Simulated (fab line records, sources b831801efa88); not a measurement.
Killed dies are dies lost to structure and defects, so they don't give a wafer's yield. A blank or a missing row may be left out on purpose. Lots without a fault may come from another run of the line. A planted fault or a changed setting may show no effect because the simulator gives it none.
Which tool did it? | flow sky130 | 12 lots, 36 wafers sampled, at 2 steps of a route of 708

WHAT THE GAUGES READ, wafer by wafer
SKY_METAL1_OVL_MEAS_16.
lot  | measured     | on         | METAL1_OVL (nm)
L075 | day 33 08:07 | overlay-02 | -11 -6 -5
L077 | day 34 04:10 | overlay-01 | 2 -4 2
L078 | day 35 01:35 | overlay-01 | 5 4 7
L081 | day 35 08:43 | overlay-02 | -15 -4 -15
L083 | day 35 22:49 | overlay-02 | 1 -4 0
L085 | day 36 13:34 | overlay-02 | -8 -12 -12
L086 | day 36 21:44 | overlay-01 | -6 -5 -15
L089 | day 37 10:31 | overlay-02 | -9 -5 2
L091 | day 38 07:05 | overlay-02 | -3 -16 -6
L093 | day 38 21:29 | overlay-01 | 2 -9 -5
L094 | day 39 10:22 | overlay-02 | -7 -7 -1
L097 | day 40 01:38 | overlay-02 | 0 -4 -2

WHICH TOOL RAN EACH LOT (tool, then ch and the chambers of the sampled wafers, then the start)
lot  | SKY_METAL1_SPUTTER_00
L075 | pvd_sputter-01, day 32 04:31
L077 | pvd_sputter-02, day 33 01:05
L078 | pvd_sputter-02, day 33 22:17
L081 | pvd_sputter-04, day 34 04:28
L083 | pvd_sputter-01, day 34 19:06
L085 | pvd_sputter-04, day 35 10:13
L086 | pvd_sputter-02, day 35 20:25
L089 | pvd_sputter-04, day 36 09:27
L091 | pvd_sputter-04, day 37 05:49
L093 | pvd_sputter-01, day 37 19:29
L094 | pvd_sputter-01, day 38 08:18
L097 | pvd_sputter-01, day 39 00:18
- SKY_METAL1_SPUTTER_00: material Ti, target thk 15 nm, time 10 s.

THE ANSWER, worked out from the rows above alone
Rule: what is usual is taken from the lots themselves. Put in order of their means at a reading, lots are off if they are a third of the lots or fewer, leave a main group of 4 or more, and stand apart from it by a gap of 3 or more times the standard deviation of the main group's means; of several such gaps the widest counts. A main group whose means are all the same, to the digits that the tables above print for the reading, isn't used. A lot without any number at a reading at which 4 lots or more have one is off too. The other lots that the step has rows for count as sound.
No lot is off at any reading shown: from this, nothing can be told.

WHAT THE SIMULATOR HAD PUT IN
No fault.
